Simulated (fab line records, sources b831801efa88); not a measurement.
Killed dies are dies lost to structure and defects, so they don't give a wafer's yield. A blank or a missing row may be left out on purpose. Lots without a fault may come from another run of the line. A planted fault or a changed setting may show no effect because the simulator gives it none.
One fault seen from 2 desks | flow gf180mcu | each desk has only its own numbers; what lay behind them comes last

THE METROLOGY DESK
What the gauges read, lot by lot, whatever tool the lot ran on: means of the sampled wafers that have a number. A lot is out of limits, marked OUT, if its mean lies more than 4 standard deviations from the usual mean; the brackets give that distance.
Columns: A = cd_nm at GF_V5_CD_MEAS_14, usual 260.2 nm; B = V5_OVL at GF_V5_OVL_MEAS_15, usual 0 nm; C = V5_W_RS at GF_V5_RS_MEAS_24, usual 0.327 ohm/sq; D = V5_W_THK at GF_V5_THK_MEAS_25, usual 357 nm
lot  | first seen here | A     | B  | C                | D
L261 | day 27 02:38    | 260.9 | -2 | 0.324            | 358
L263 | day 28 01:14    | 261.2 | -1 | 0.329            | 360
L269 | day 29 18:20    | 258.1 | -4 | 0.301 (-5.7) OUT | 383
L272 | day 31 00:17    | 260.4 | -4 | 0.301 (-5.7) OUT | 392 (+5.3) OUT
L279 | day 32 21:20    | 262.6 | -3 | 0.324            | 359
L280 | day 33 03:01    | 258.7 | 1  | 0.325            | 359
This desk's finding: out of limits on L269, L272; first on L269, day 29 19:49 (V5_W_RS at GF_V5_RS_MEAS_24). In limits: L261, L263, L279, L280.

THE TOOL OWNER'S DESK: cvd_w-01
The tool's own readings at GF_V5_CVD_23 (deposits W, target thk 350 nm, time 104.9 s): means of the sampled wafers that have a number, for each lot that ran on this tool. A lot is out of limits, marked OUT, if its mean lies more than 4 standard deviations from the usual mean; the brackets give that distance.
Columns: A = heater_power_w at GF_V5_CVD_23, usual 860 W
lot  | first seen here | A
L263 | day 28 02:10    | 829
L269 | day 29 19:40    | 878
L272 | day 31 01:16    | 840
This desk's finding: nothing out of limits on any of the 3 lots.

PUT TOGETHER
The metrology desk could have raised an alarm at day 29 19:49, on L269, L272.
The tool owner's desk saw nothing out of limits.
The tool owner's desk has L269, L272 on record, within its limits.
Of the lots named, all ran GF_V5_CVD_23 on cvd_w-01.

WHAT THE SIMULATOR HAD PUT IN
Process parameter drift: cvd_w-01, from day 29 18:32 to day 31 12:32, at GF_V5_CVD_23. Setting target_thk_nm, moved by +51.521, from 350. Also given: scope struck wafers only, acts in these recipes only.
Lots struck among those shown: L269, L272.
Hours from the fault's start to each desk's first reading out of limits: the metrology desk, 1.
